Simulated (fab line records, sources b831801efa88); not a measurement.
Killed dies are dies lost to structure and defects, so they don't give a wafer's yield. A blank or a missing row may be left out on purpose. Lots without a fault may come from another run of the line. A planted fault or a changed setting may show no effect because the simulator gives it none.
Which tool did it? | flow sky130 | 13 lots, 39 wafers sampled, at 6 steps of a route of 708

WHAT THE GAUGES READ, wafer by wafer
SKY_CAP2M_OVL_MEAS_12. Usual: CAP2M_OVL 0.7 nm, standard deviation 1.2.
lot  | measured     | on         | CAP2M_OVL (nm) | flag
L404 | day 41 02:57 | overlay-01 | -0.1 0.4 -0.4  |
L405 | day 41 04:21 | overlay-02 | 0.0 1.0 0.5    |
L406 | day 41 08:43 | overlay-01 | 3.8 1.2 2.1    |
L407 | day 41 20:37 | overlay-01 | 1.5 3.3 2.6    |
L409 | day 42 11:19 | overlay-02 | 2.4 -0.2 -1.7  |
L410 | day 42 11:34 | overlay-02 | -0.1 0.2 1.1   |
L412 | day 43 03:49 | overlay-01 | 0.9 0.1 0.1    |
L413 | day 43 13:06 | overlay-02 | 1.4 1.2 3.0    |
L414 | day 43 18:23 | overlay-01 | 0.2 0.0 -0.2   |
L416 | day 44 04:12 | overlay-02 | -0.1 1.4 0.6   |
L424 | day 46 02:29 | overlay-01 | 2.7 1.7 1.3    |
L426 | day 46 22:13 | overlay-02 | -2.5 -0.4 -0.1 |
L427 | day 47 04:19 | overlay-01 | 2.4 2.2 2.4    |

SKY_VIA4_RS_MEAS_19: measures by four-point-probe. Usual: VIA4_W_RS 0.224 ohm/sq, standard deviation 0.0057.
lot  | measured     | on            | VIA4_W_RS (ohm/sq) | flag
L404 | day 43 04:55 | film_metro-01 | 0.232 0.225 0.234  |
L405 | day 43 06:49 | film_metro-02 | 0.211 0.223 0.210  |
L406 | day 43 10:56 | film_metro-04 | 0.214 0.216 0.224  |
L407 | day 43 22:30 | film_metro-02 | 0.223 0.212 0.213  |
L409 | day 44 12:38 | film_metro-04 | 0.218 0.216 0.229  |
L410 | day 44 12:56 | film_metro-02 | 0.227 0.221 0.226  |
L412 | day 45 04:34 | film_metro-02 | 0.227 0.223 0.229  |
L413 | day 45 12:09 | film_metro-04 | 0.234 0.225 0.234  |
L414 | day 45 18:55 | film_metro-02 | 0.222 0.222 0.232  |
L416 | day 46 03:52 | film_metro-01 | 0.228 0.259 0.262  | OFF
L424 | day 47 22:16 | film_metro-02 | 0.215 0.214 0.226  |
L426 | day 48 16:05 | film_metro-02 | 0.215 0.217 0.224  |
L427 | day 48 20:50 | film_metro-04 | 0.229 0.220 0.226  |

SKY_VIA4_THK_MEAS_20: measures by xrf. Usual: VIA4_W_THK 526 nm, standard deviation 14.
lot  | measured     | on            | VIA4_W_THK (nm) | flag
L404 | day 43 05:02 | film_metro-01 | 506 520 500     |
L405 | day 43 06:56 | film_metro-02 | 554 524 556     |
L406 | day 43 11:03 | film_metro-04 | 555 547 528     |
L407 | day 43 22:37 | film_metro-02 | 526 551 550     |
L409 | day 44 12:44 | film_metro-04 | 544 549 520     |
L410 | day 44 13:02 | film_metro-02 | 522 534 519     |
L412 | day 45 04:40 | film_metro-02 | 522 529 514     |
L413 | day 45 12:16 | film_metro-04 | 505 522 504     |
L414 | day 45 19:01 | film_metro-02 | 529 527 508     |
L416 | day 46 03:59 | film_metro-01 | 515 453 449     | OFF
L424 | day 47 22:22 | film_metro-02 | 545 550 522     |
L426 | day 48 16:11 | film_metro-02 | 543 535 521     |
L427 | day 48 20:58 | film_metro-04 | 519 536 527     |

WHICH TOOL RAN EACH LOT (tool, then ch and the chambers of the sampled wafers, then the start)
lot  | SKY_CAP2M_METAL_ETCH_13           | SKY_CAP2M_STRIP_14                   | SKY_VIA4_CVD_18
L404 | rie_metal-03 ch 0,1, day 41 02:59 | plasma_asher-03 ch 0,1, day 41 03:04 | cvd_w-02 ch 0,1, day 43 04:46
L405 | rie_metal-04 ch 0,1, day 41 04:23 | plasma_asher-03 ch 0,1, day 41 04:28 | cvd_w-01 ch 0,1, day 43 06:40
L406 | rie_metal-02 ch 0, day 41 08:45   | plasma_asher-01 ch 0,1, day 41 08:50 | cvd_w-01 ch 0,1, day 43 10:47
L407 | rie_metal-04 ch 0,1, day 41 20:39 | plasma_asher-03 ch 0,1, day 41 20:44 | cvd_w-01 ch 0,1, day 43 22:21
L409 | rie_metal-02 ch 0,1, day 42 11:21 | plasma_asher-01 ch 0,1, day 42 11:25 | cvd_w-01 ch 0,1, day 44 12:28
L410 | rie_metal-04 ch 0,1, day 42 11:36 | plasma_asher-02 ch 0,1, day 42 11:41 | cvd_w-02 ch 0,1, day 44 12:46
L412 | rie_metal-02 ch 1, day 43 03:54   | plasma_asher-02 ch 0,1, day 43 04:02 | cvd_w-02 ch 0,1, day 45 04:25
L413 | rie_metal-04 ch 0,1, day 43 13:08 | plasma_asher-01 ch 0,1, day 43 13:13 | cvd_w-02 ch 0,1, day 45 11:59
L414 | rie_metal-02 ch 0,1, day 43 18:26 | plasma_asher-02 ch 0,1, day 43 18:31 | cvd_w-02 ch 0,1, day 45 18:46
L416 | rie_metal-04 ch 1, day 44 04:14   | plasma_asher-03 ch 0,1, day 44 04:23 | cvd_w-02 ch 0,1, day 46 03:43
L424 | rie_metal-02 ch 0,1, day 46 02:32 | plasma_asher-01 ch 0,1, day 46 02:37 | cvd_w-01 ch 0,1, day 47 22:08
L426 | rie_metal-04 ch 0,1, day 46 22:16 | plasma_asher-02 ch 0,1, day 46 22:20 | cvd_w-01 ch 0,1, day 48 15:55
L427 | rie_metal-02 ch 0,1, day 47 04:21 | plasma_asher-03 ch 0,1, day 47 04:25 | cvd_w-02 ch 0,1, day 48 20:41
- SKY_CAP2M_METAL_ETCH_13: etches TiN in Cl2/BCl3, stops on SiO2, target depth 220 nm, time 62.9 s.
- SKY_CAP2M_STRIP_14: strips in O2/N2.
- SKY_VIA4_CVD_18: deposits W, target thk 505 nm, time 152.14 s.

WHAT THE TOOLS THEMSELVES READ (means of the sampled wafers that have a number; where no wafer has one, the mark that the record gives instead)
SKY_CAP2M_METAL_ETCH_13. Usual: drypump_motor_current_A 5.50 A, standard deviation 0.18; oes_product_au 0.941 a.u., standard deviation 0.0081; throttle_valve_pct 21.902 %, standard deviation 0.01.
lot  | tool         | drypump_motor_current_A (A) | oes_product_au (a.u.) | throttle_valve_pct (%) | flag
L404 | rie_metal-03 | 5.72                        | 0.944                 | 21.900                 |
L405 | rie_metal-04 | 5.30                        | 0.942                 | 21.896                 |
L406 | rie_metal-02 | 5.72                        | 0.942                 | 21.903                 |
L407 | rie_metal-04 | 5.32                        | 0.929                 | 21.899                 |
L409 | rie_metal-02 | 5.67                        | 0.942                 | 21.904                 |
L410 | rie_metal-04 | 5.30                        | 0.946                 | 21.906                 |
L412 | rie_metal-02 | 5.62                        | 0.933                 | 21.923                 |
L413 | rie_metal-04 | 5.31                        | 0.945                 | 21.900                 |
L414 | rie_metal-02 | 5.69                        | 0.938                 | 21.903                 |
L416 | rie_metal-04 | 5.30                        | 0.951                 | 21.902                 |
L424 | rie_metal-02 | 5.63                        | 0.941                 | 21.907                 |
L426 | rie_metal-04 | 5.33                        | 0.937                 | 21.907                 |
L427 | rie_metal-02 | 5.65                        | 0.945                 | 21.897                 |

SKY_CAP2M_STRIP_14. Usual: drypump_motor_current_A 5.9 A, standard deviation 0.48; o2_flow_sccm 3002 sccm, standard deviation 9.2; oes_product_au 0.711 a.u., standard deviation 0.0043; strip_time_to_endpoint_s 12.67 s, standard deviation 0.047.
lot  | tool            | drypump_motor_current_A (A) | o2_flow_sccm (sccm) | oes_product_au (a.u.) | strip_time_to_endpoint_s (s) | flag
L404 | plasma_asher-03 | 5.7                         | 3004                | 0.713                 | 12.66                        |
L405 | plasma_asher-03 | 5.7                         | 3000                | 0.709                 | 12.67                        |
L406 | plasma_asher-01 | 5.7                         | 2990                | 0.710                 | 12.66                        |
L407 | plasma_asher-03 | 5.7                         | 2998                | 0.709                 | 12.66                        |
L409 | plasma_asher-01 | 5.4                         | 2996                | 0.709                 | 12.74                        |
L410 | plasma_asher-02 | 6.5                         | 3002                | 0.711                 | 12.58                        |
L412 | plasma_asher-02 | 6.5                         | 3011                | 0.708                 | 12.65                        |
L413 | plasma_asher-01 | 5.7                         | 3005                | 0.713                 | 12.66                        |
L414 | plasma_asher-02 | 6.5                         | 3003                | 0.714                 | 12.62                        |
L416 | plasma_asher-03 | 5.7                         | 2994                | 0.710                 | 12.68                        |
L424 | plasma_asher-01 | 5.7                         | 2991                | 0.714                 | 12.68                        |
L426 | plasma_asher-02 | 6.5                         | 3012                | 0.712                 | 12.73                        |
L427 | plasma_asher-03 | 5.7                         | 3002                | 0.711                 | 12.63                        |

SKY_VIA4_CVD_18. Usual: heater_power_w 856 W, standard deviation 50; susceptor_temp_C 399.98 C, standard deviation 0.22.
lot  | tool     | heater_power_w (W) | susceptor_temp_C (C) | flag
L404 | cvd_w-02 | 882                | 399.96               |
L405 | cvd_w-01 | 792                | 399.86               |
L406 | cvd_w-01 | 797                | 400.10               |
L407 | cvd_w-01 | 808                | 399.86               |
L409 | cvd_w-01 | 812                | 400.30               |
L410 | cvd_w-02 | 885                | 400.01               |
L412 | cvd_w-02 | 888                | 400.07               |
L413 | cvd_w-02 | 888                | 400.01               |
L414 | cvd_w-02 | 851                | 399.99               |
L416 | cvd_w-02 | 836                | 394.09               | OFF
L424 | cvd_w-01 | 799                | 399.70               |
L426 | cvd_w-01 | 802                | 400.31               |
L427 | cvd_w-02 | 894                | 400.08               |

THE ANSWER, worked out from the rows above alone
Rule: a lot is off if the mean of its wafers that have a number lies more than 3 standard deviations from the usual mean. A lot without any number at a reading at which 4 lots or more have one is off too. The other lots that the step has rows for count as sound. The gauges are gone through in route order, then the tools' own readings, and for those a lot's mean is taken as printed above. The first step at which some lot is off is used, and at that step the reading that is off furthest; a lot without a number counts as furthest.
Off: L416, at SKY_VIA4_RS_MEAS_19 (VIA4_W_RS).
A tool fits if, at a process step before that reading, it ran every lot that is off, and no sound lot after the first of them. The gauges at SKY_VIA4_RS_MEAS_19 aren't tried: what is off there is off at SKY_VIA4_CVD_18 too, on other tools, and a gauge's error can't cause that. None of those tried fits.

WHAT THE SIMULATOR HAD PUT IN
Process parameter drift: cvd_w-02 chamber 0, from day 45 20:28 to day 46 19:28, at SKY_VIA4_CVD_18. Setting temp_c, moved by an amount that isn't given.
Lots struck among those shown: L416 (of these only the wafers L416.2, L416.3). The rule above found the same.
